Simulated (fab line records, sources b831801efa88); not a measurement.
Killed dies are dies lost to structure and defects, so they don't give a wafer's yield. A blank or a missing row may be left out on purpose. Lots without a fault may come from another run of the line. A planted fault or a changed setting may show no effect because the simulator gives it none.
fab line records | flow sky130
record lots=6 wafers=18 last_day=50
route steps=708 shown FIELD_ISO@18 PAD_OPEN@708
lots that met no fault: from a run of the same line without faults
start_h: hours from the record's first day to the start of the lot's first wafer shown | wait_h: hours since the lot's step before | " the same as in the row above | L1.1+2: a row that stands for several wafers | - no value, or no start given | * or withheld: withheld | < > ~ a bound
route shown NAME@n: a module of which the file shows steps, and the number in the route of the first | usual: mean/standard deviation of fault-free wafers | same: alike in all rows | chamber/n: place in a boat | sites: the reading at each site | _std_site: their standard deviation | _edge_site: outer sites' mean less inner sites' | radius_mm: how far each site lies from the wafer's centre | mask NAME#n: copy n | behind: the tool/chamber that last shaped the wafer | hold: why the lot was held/for how many hours/how that ended | device: the transistor (n, p or np) that didn't switch | end of line: the same wafers' tests at the end of the route | a step without rows: its recipe alone | killed: dies lost to structure and defects at the first sort, not the wafer's yield | map: a wafer's dies, x killed, . not, _ none there
set.NAME: the setting as run; set.NAME@STEP: as run at that earlier step | model.NAME: the simulator's own value behind a step, which no gauge read
lots at some steps of the route; a table a step, a row a wafer
services: from which hour (start_h, from the record's first day; less than 0 if before it) a tool's chamber was out of use, for how many hours, and why
## steps
# step SKY_FIELD_ISO_ETCH_17
# recipe target_depth_a=3420 mask_material=Si3N4 chemistry=HBr/Cl2/O2 target=Si taper_deg=5 icp_w=600 bias_w=150 pressure_mtorr=15 HBr_flow_sccm=150 Cl2_flow_sccm=40 O2_flow_sccm=6 time_s=97.7
# usual HBr_flow_sccm=150.0/0.44 O2_flow_sccm=5.999/0.017 chamber_pressure_mTorr=14.998/0.014 drypump_motor_current_A=5.3/0.49 oes_product_au=0.999/0.0066 throttle_valve_pct=25.657/0.0087
# columns lot.wafer tool chamber start_h wait_h HBr_flow_sccm O2_flow_sccm chamber_pressure_mTorr drypump_motor_current_A oes_product_au rf_hours_counter_h throttle_valve_pct
L781.3 rie_si-02 2 40.95 0.1 149.4 6.002 14.989 5.2 1.013 - 25.635
L781.4 " 3 " " 150.2 6.015 15.005 5.3 1.004 - 25.660
L781.5 " 2 " " 149.8 5.985 15.006 5.2 1.007 - 25.650
L784.1 rie_si-01 3 54.79 0.1 150.4 5.991 14.981 6.1 1.002 7 25.649
L784.2 " 2 " " 149.6 5.993 14.992 4.7 1.009 58 25.654
L784.5 " 2 " " 150.4 5.983 14.975 4.7 1.007 - 25.659
L794.2 rie_si-02 0 108.89 0.1 150.2 5.961 15.013 5.7 1.002 0 25.650
L794.3 " 3 " " 150.0 5.991 14.990 5.3 0.993 0 25.654
L794.5 " 0 " " 150.2 5.979 15.018 5.7 1.010 - 25.669
L795.1 rie_si-01 3 113.39 0.1 149.9 5.993 15.010 6.2 0.990 8 25.653
L795.2 " 0 " " 149.7 5.997 14.979 5.2 1.000 22 25.671
L795.3 " 1 " " 149.3 5.994 14.990 4.9 0.991 73 25.660
L801.1 rie_si-01 1 143.83 0.1 150.7 5.986 15.014 4.8 0.996 73 25.645
L801.2 " 2 " " 150.0 6.003 14.994 4.7 1.001 58 25.651
L801.5 " 3 " " 149.5 5.979 14.995 6.2 1.001 - 25.665
L802.2 rie_si-01 3 148.31 0.1 150.1 5.998 14.989 6.1 0.991 8 25.669
L802.3 " 1 " " 150.0 6.009 15.001 4.8 0.992 73 25.652
L802.6 " 1 " " 149.9 6.017 15.006 4.9 1.009 - 25.648
# step SKY_FIELD_ISO_WET_ETCH_18
# recipe chemistry=H3PO4 target_depth_nm=25 temp_c=160 target=Si3N4 time_s=286
# step SKY_FIELD_ISO_CLEAN_19
# recipe chemistry=SC1/SC2 mix=1:4:20 temp_c=70 time_s=150
# step SKY_FIELD_ISO_CLEAN_20
# recipe chemistry=dHF time_s=20 dilution=100:1
# step SKY_FIELD_ISO_WET_ETCH_21
# recipe chemistry=dHF dilution=100:1 target_depth_nm=20 dry=ipa_marangoni target=SiO2 temp_c=25 time_s=400
# step SKY_FIELD_ISO_OXIDATION_22
# recipe temp_c=950 ambient=O2 stabilise_s=600 purge_s=300 target_thk_a=100 ox_time_s=623
# step SKY_FIELD_ISO_THK_MEAS_23
# recipe reads=SiO2_of_FIELD_ISO_OXIDATION_22
# usual FIELD_ISO_OXIDATION_01_THK=9.96/0.19
# columns lot.wafer tool chamber start_h wait_h FIELD_ISO_OXIDATION_01_THK[nm]
L781.3 film_metro-04 - 43.87 0.0 10.30
L781.4 " - " " 10.12
L781.5 " - " " 10.14
L784.1 film_metro-01 - 57.49 0.0 9.87
L784.2 " - " " 9.82
L784.5 " - " " 9.71
L794.2 film_metro-01 - 111.58 0.0 9.78
L794.3 " - " " 9.92
L794.5 " - " " 9.87
L795.1 film_metro-01 - 114.91 0.0 9.73
L795.2 " - " " 9.74
L795.3 " - " " 9.84
L801.1 film_metro-02 - 148.99 0.0 9.93
L801.2 " - " " 9.90
L801.5 " - " " 10.00
L802.2 film_metro-02 - 152.93 0.0 10.03
L802.3 " - " " 10.05
L802.6 " - " " 10.02
# step SKY_FIELD_ISO_CVD_24
# recipe material=SiO2 target_thk_nm=595 temp_c=650 sigma_open_frac=0.3 time_s=99.2 sih4_flow_sccm=60 pressure_mtorr=6
# step SKY_FIELD_ISO_THK_MEAS_25
# recipe reads=SiO2_of_FIELD_ISO_CVD_24
# usual FIELD_ISO_CVD_24_THK=594/5.1
# columns lot.wafer tool chamber start_h wait_h FIELD_ISO_CVD_24_THK[nm]
L781.3 film_metro-02 - 44.00 0.1 597
L781.4 " - " " 598
L781.5 " - " " 598
L784.1 film_metro-01 - 57.63 0.0 587
L784.2 " - " " 591
L784.5 " - " " 595
L794.2 film_metro-01 - 111.71 0.0 595
L794.3 " - " " 593
L794.5 " - " " 599
L795.1 film_metro-02 - 115.04 0.0 584
L795.2 " - " " 586
L795.3 " - " " 593
L801.1 film_metro-01 - 149.12 0.0 591
L801.2 " - " " 595
L801.5 " - " " 593
L802.2 film_metro-02 - 153.06 0.0 594
L802.3 " - " " 595
L802.6 " - " " 589
# step SKY_FIELD_ISO_ANNEAL_26
# recipe temp_c=1000 time_s=1800 ambient=N2
# step SKY_FIELD_ISO_CMP_27
# recipe stop_on=Si3N4 t_overpolish_s=17.05 down_force_psi=4 platen_rpm=60 target_thk_nm=457.8 pad_velocity_m_s=0.94248
# usual edge_zone_pressure_frac=1.000/0.0047 motor_current_A=12.0/0.86 overpolish_run_s=17.051/0.0089 time_to_endpoint_s=114/3.4
# columns lot.wafer tool chamber start_h wait_h edge_zone_pressure_frac motor_current_A overpolish_run_s time_to_endpoint_s
L781.3 cmp-01 3 45.59 0.1 1.000 12.5 17.054 116
L781.4 " 0 " " 1.000 12.4 17.039 118
L781.5 " 2 " " 0.998 11.9 17.052 112
L784.1 cmp-02 2 59.48 0.0 1.000 13.8 17.060 112
L784.2 " 3 " " 0.996 10.9 17.054 113
L784.5 " 3 " " 0.987 10.8 17.074 111
L794.3 cmp-02 3 113.50 0.1 1.001 10.3 17.064 116
L794.2 " 1 " " 1.010 11.7 17.046 118
L794.5 " 3 " " 1.008 10.4 17.039 115
L795.2 cmp-02 1 117.02 0.0 1.000 12.1 17.042 112
L795.3 " 3 " " 1.000 10.1 17.056 116
L795.1 " 0 " " 0.999 11.9 17.059 113
L801.1 cmp-02 2 153.68 0.0 0.996 12.2 17.064 114
L801.2 " 0 " " 1.000 11.7 17.041 118
L801.5 " 3 " " 1.009 10.7 17.039 113
L802.3 cmp-01 2 155.28 0.1 0.989 12.5 17.068 121
L802.2 " 3 " " 1.001 11.9 17.040 124
L802.6 " 0 " " 1.001 11.7 17.035 122
# step SKY_FIELD_ISO_WET_ETCH_28
# recipe chemistry=dHF target_depth_nm=23.7 target=SiO2 dilution=10:1 temp_c=25 time_s=47
# step SKY_FIELD_ISO_WET_ETCH_29
# recipe chemistry=H3PO4 target_depth_nm=160 target=Si3N4 temp_c=160 time_s=1825
# usual bath_guard_temp_C=160.0/0.49 bath_heat_duty_pct=26/3
# columns lot.wafer tool chamber start_h wait_h bath_guard_temp_C bath_heat_duty_pct model.Si3N4_of_FIELD_ISO_CVD_03.thk_nm
L781.3 wet_bench-02 0 45.86 0.0 159.8 26 0
L781.4 " 0 " " 159.7 27 0
L781.5 " 0 " " 160.0 26 0
L784.1 wet_bench-04 0 59.80 0.0 160.3 27 0
L784.2 " 0 " " 160.7 26 0
L784.5 " 0 " " 160.1 26 0
L794.2 wet_bench-03 1 113.77 0.0 - - 120.2
L794.3 " 1 " " - - 118.1
L794.5 " 1 " " - - 119.4
L795.1 wet_bench-02 3 117.34 0.0 - - 119.4
L795.2 " 3 " " - - 118.4
L795.3 " 3 " " - - 117.9
L801.1 wet_bench-03 2 154.00 0.0 159.8 34 0
L801.2 " 2 " " 159.5 30 0
L801.5 " 2 " " 159.7 34 0
L802.2 wet_bench-03 2 155.50 0.0 159.8 33 0
L802.3 " 2 " " 159.6 32 0
L802.6 " 2 " " 159.6 33 0
# step SKY_FIELD_ISO_WET_ETCH_30
# recipe chemistry=dHF target_depth_nm=25 target=SiO2 dilution=10:1 temp_c=25 time_s=50
# step SKY_PAD_OPEN_PROBE_99
# usual killed_at_M0_to_M3=43/6.5 killed_at_M4_up=3.2/1.9 killed_at_contacts=25/5.5 killed_at_front_end=14/4.2 killed_at_other=0.2/0.44 killed_dies=85/8.5 killed_on_rim=16/3.3 killed_open=47/7 killed_short=39/6.3
# same gross_dies=492 killed_at_back_side=0
# columns lot.wafer tool chamber start_h wait_h killed_at_M0_to_M3 killed_at_M4_up killed_at_contacts killed_at_front_end killed_at_other killed_dies killed_on_rim killed_open killed_short
L794.2 prober-01 - 1171.50 0.1 41 6 18 426 1 492 96 52 29
L794.3 prober-01 - 1171.55 0.2 43 4 20 424 1 492 96 49 41
L794.5 prober-01 - 1171.65 0.2 50 0 23 418 1 492 96 46 41
L795.1 prober-02 - 1178.40 0.1 45 4 27 416 0 492 96 51 43
L795.2 prober-02 - 1178.45 0.1 44 1 26 421 0 492 96 42 43
L795.3 prober-02 - 1178.50 0.2 40 1 37 414 0 492 96 51 42
L801.1 prober-02 - 1205.75 0.1 40 1 23 10 0 74 16 43 31
L801.2 prober-02 - 1205.80 0.1 44 2 30 13 0 89 14 35 54
L801.5 prober-02 - 1205.95 0.2 35 5 37 21 1 99 23 49 50
# killed by level:class
L794.2 FIELD_ISO:area_etch=411 VIA1:geometric_particle:open=15 CONTACT:geometric_particle:open=13 VIA2:geometric_particle:open=6 METAL2:geometric_particle:short=5 POLY_GATE:geometric_particle:short=4 POLY_GATE:geometric_particle:open=4 VIA3:geometric_particle:open=4
L794.3 FIELD_ISO:area_etch=402 VIA1:geometric_particle:open=11 CONTACT:geometric_particle:open=8 VIA1:geometric_particle:short=8 POLY_GATE:geometric_particle:short=7 LI_CONTACT:geometric_particle:open=6 VIA2:geometric_particle:open=6 VIA3:geometric_particle:open=5
L794.5 FIELD_ISO:area_etch=405 CONTACT:geometric_particle:open=10 VIA1:geometric_particle:open=10 METAL2:geometric_particle:short=7 METAL1:geometric_particle:short=7 LOCAL_INTERCONNECT:geometric_particle:short=6 VIA2:geometric_particle:open=5 VIA3:geometric_particle:open=5
L795.1 FIELD_ISO:area_etch=398 CONTACT:geometric_particle:open=12 CONTACT:geometric_particle:short=10 VIA3:geometric_particle:open=8 VIA1:geometric_particle:open=7 FIELD_ISO:geometric_particle:open=6 VIA2:geometric_particle:short=5 FIELD_ISO:geometric_particle:short=4
L795.2 FIELD_ISO:area_etch=407 CONTACT:geometric_particle:open=14 METAL2:geometric_particle:short=7 VIA1:geometric_particle:short=6 VIA2:geometric_particle:short=6 VIA1:geometric_particle:open=6 FIELD_ISO:geometric_particle:short=5 VIA3:geometric_particle:open=5
L795.3 FIELD_ISO:area_etch=399 CONTACT:geometric_particle:open=13 CONTACT:geometric_particle:short=11 VIA1:geometric_particle:open=10 LOCAL_INTERCONNECT:geometric_particle:short=7 VIA1:geometric_particle:short=7 METAL2:geometric_particle:short=7 POLY_GATE:geometric_particle:open=6
L801.1 CONTACT:geometric_particle:open=9 VIA2:geometric_particle:open=8 METAL1:geometric_particle:short=8 VIA1:geometric_particle:open=8 CONTACT:geometric_particle:short=6 VIA3:geometric_particle:open=5 POLY_GATE:geometric_particle:open=3 LI_CONTACT:geometric_particle:open=3
L801.2 METAL1:geometric_particle:short=14 CONTACT:geometric_particle:open=12 METAL2:geometric_particle:short=7 VIA1:geometric_particle:open=7 LI_CONTACT:geometric_particle:short=5 CONTACT:geometric_particle:short=5 FIELD_ISO:geometric_particle:short=4 FIELD_ISO:geometric_particle:open=4
L801.5 CONTACT:geometric_particle:open=19 VIA1:geometric_particle:open=8 VIA1:geometric_particle:short=7 POLY_GATE:geometric_particle:short=6 FIELD_ISO:geometric_particle:short=5 LI_CONTACT:geometric_particle:short=5 LI_CONTACT:geometric_particle:open=5 LOCAL_INTERCONNECT:geometric_particle:short=5
# map L794.2 (x killed, . not)
__________xxxxxxxxxx_________
________xxxxxxxxxxxxxx_______
______xxxxxxxxxxxxxxxxxx_____
_____xxxxxxxxxxxxxxxxxxxx____
____xxxxxxxxxxxxxxxxxxxxxx___
___xxxxxxxxxxxxxxxxxxxxxxxx__
__xxxxxxxxxxxxxxxxxxxxxxxxxx_
_xxxxxxxxxxxxxxxxxxxxxxxxxxxx
_xxxxxxxxxxxxxxxxxxxxxxxxxxxx
_xxxxxxxxxxxxxxxxxxxxxxxxxxxx
_xxxxxxxxxxxxxxxxxxxxxxxxxxxx
_xxxxxxxxxxxxxxxxxxxxxxxxxxxx
_xxxxxxxxxxxxxxxxxxxxxxxxxxxx
_xxxxxxxxxxxxxxxxxxxxxxxxxxxx
_xxxxxxxxxxxxxxxxxxxxxxxxxxxx
__xxxxxxxxxxxxxxxxxxxxxxxxxx_
___xxxxxxxxxxxxxxxxxxxxxxxx__
____xxxxxxxxxxxxxxxxxxxxxx___
_____xxxxxxxxxxxxxxxxxxxx____
______xxxxxxxxxxxxxxxxxx_____
________xxxxxxxxxxxxxx_______
__________xxxxxxxxxx_________
# map L795.1 (x killed, . not)
__________xxxxxxxxxx_________
________xxxxxxxxxxxxxx_______
______xxxxxxxxxxxxxxxxxx_____
_____xxxxxxxxxxxxxxxxxxxx____
____xxxxxxxxxxxxxxxxxxxxxx___
___xxxxxxxxxxxxxxxxxxxxxxxx__
__xxxxxxxxxxxxxxxxxxxxxxxxxx_
_xxxxxxxxxxxxxxxxxxxxxxxxxxxx
_xxxxxxxxxxxxxxxxxxxxxxxxxxxx
_xxxxxxxxxxxxxxxxxxxxxxxxxxxx
_xxxxxxxxxxxxxxxxxxxxxxxxxxxx
_xxxxxxxxxxxxxxxxxxxxxxxxxxxx
_xxxxxxxxxxxxxxxxxxxxxxxxxxxx
_xxxxxxxxxxxxxxxxxxxxxxxxxxxx
_xxxxxxxxxxxxxxxxxxxxxxxxxxxx
__xxxxxxxxxxxxxxxxxxxxxxxxxx_
___xxxxxxxxxxxxxxxxxxxxxxxx__
____xxxxxxxxxxxxxxxxxxxxxx___
_____xxxxxxxxxxxxxxxxxxxx____
______xxxxxxxxxxxxxxxxxx_____
________xxxxxxxxxxxxxx_______
__________xxxxxxxxxx_________
## services
# columns tool chamber start_h hours kind
rie_si-02 - 17.34 0.3 repair
cmp-02 - 31.04 6.2 pm
rie_si-02 0 34.65 - clean
rie_si-02 0 34.65 20.2 scheduled_down
rie_si-02 0 34.65 20.2 vent_cycle
rie_si-02 1 38.73 5.4 repair
rie_si-02 3 54.80 - clean
rie_si-02 3 54.80 15.2 scheduled_down
rie_si-02 3 54.80 15.2 vent_cycle
cmp-02 - 64.00 4.0 pm
cmp-02 - 68.00 - consumable_replace:conditioner
cmp-02 - 68.00 - consumable_replace:pad
cmp-01 - 73.02 0.3 repair
rie_si-01 - 73.87 1.6 repair
rie_si-02 3 80.43 11.7 repair
rie_si-02 - 113.19 2.8 pm
cmp-01 - 113.91 7.5 pm
cmp-02 - 114.52 0.3 repair
cmp-02 - 122.91 0.5 repair
rie_si-01 0 132.55 69.9 repair
rie_si-02 0 133.47 3.4 repair
rie_si-02 1 137.00 3.4 repair
## key
first_sign step=SKY_FIELD_ISO_WET_ETCH_29 reading=tool_record direction=missing
effect step=SKY_PAD_OPEN_PROBE_99 reading=killed_at_front_end direction=up sigmas=97 usual=14 struck=420
model_effect step=SKY_FIELD_ISO_WET_ETCH_29 value=Si3N4_of_FIELD_ISO_CVD_03.thk_nm without=0 struck=118.9
more_kills_born_at SKY_FIELD_ISO_WET_ETCH_29@wet_bench-03=1218 SKY_FIELD_ISO_WET_ETCH_29@wet_bench-02=1204
met_at SKY_FIELD_ISO_WET_ETCH_29
struck_wafers L794.2,L794.3,L794.5,L795.1,L795.2,L795.3
later_rows_left_out L794.2,L794.3,L794.5,L795.1,L795.2,L795.3
tester_left_out L794,L795
onset_between 45.86 113.77
fault kind=skipped_step_whole tool=wet_bench-02,wet_bench-03 chamber=- onset_h=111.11 steps=SKY_FIELD_ISO_WET_ETCH_29 scope=struck_lots_only
# tester_left_out: of these lots the tester's yield and bins aren't shown, on N5 and GAA mostly nor the transistor test; their killed dies are dies lost to structure and defects alone, not to doping, threshold or leakage, so they don't give the yield
# later_rows_left_out: the simulator's readings of these wafers behind a module that went badly wrong aren't trusted and aren't shown, but for the sort
